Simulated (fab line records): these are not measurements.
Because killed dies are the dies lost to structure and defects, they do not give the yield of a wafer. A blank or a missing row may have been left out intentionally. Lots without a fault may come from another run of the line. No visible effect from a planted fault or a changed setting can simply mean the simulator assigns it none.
Matching of chambers    flow gf180mcu    GF_V5_CMP_26 on cmp-02: 4 sister chambers
The step polishes, stops on SiO2, t overpolish 15 s, target thk 0 nm. 14 wafers are shown with their chamber, then 7 later ones without.

== WAFERS WITH THEIR CHAMBER ==
wafer   chamber  timeToEndpointS (s)  motorCurrentA (A)  retainingRingPressureFrac
L331.2  1        79                   11.1               0.999
L331.5  1        77                   10.9               1.002
L331.6  2        83                   10.6               1.008
L333.2  3        82                   10.8               1.001
L333.5  2        83                   12.3               0.995
L333.6  1        78                   10.9               1.003
L334.1  0        89                   10.8               0.999
L334.2  2        87                   12.0               0.994
L334.6  3        82                   11.1               0.998
L335.1  3        84                   10.7               0.994
L335.2  0        86                   11.2               0.988
L335.3  2        84                   12.0               1.000
L338.1  1        84                   11.2               1.000
L338.4  2        86                   12.2               1.003

SIGNATURES (means of the wafers above)
reading                    chamber 0  chamber 1  chamber 2  chamber 3  scatter within a chamber
timeToEndpointS            87.50      79.50      84.60      82.67      2.22
motorCurrentA              11.000     11.025     11.820     10.867     0.465
retainingRingPressureFrac  0.99350    1.00100    1.00000    0.99767    0.00479
Rule: for a wafer and a chamber, the distance is found by dividing, reading by reading, the gap between the wafer's reading and the chamber's mean by the reading's scatter, squaring, summing and taking the root. The wafer belongs to the nearest chamber; if the next one is less than 2 further off, it can't be placed. How the scatter is found: for the shown wafers, subtract from each reading the mean of its chamber, square and add these, divide the total by (wafers less chambers), then take the root.

== WAFERS WHOSE CHAMBER IS MISSING ==
wafer   timeToEndpointS (s)  motorCurrentA (A)  retainingRingPressureFrac
L338.6  79                   11.3               0.995
L350.1  85                   10.7               0.993
L350.2  78                   12.0               0.994
L350.5  86                   10.3               1.004
L353.2  82                   12.1               1.000
L353.3  83                   10.2               1.000
L353.6  75                   10.9               1.000

== THE CHAMBER EACH PASSED THROUGH ==
wafer   from the rows above                in truth
L338.6  can't be placed: 1 or 3 or 2       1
L350.1  can't be placed: 0 or 3 or 2 or 1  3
L350.2  can't be placed: 1 or 2 or 3       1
L350.5  can't be placed: 3 or 0 or 1 or 2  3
L353.2  can't be placed: 2 or 1 or 3       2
L353.3  can't be placed: 3 or 1 or 0       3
L353.6  can't be placed: 1 or 3            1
0 of 7 placed correctly. Unplaceable from these rows: 7, with the true chamber sitting among the candidates in 7. Wrongly placed: 0.
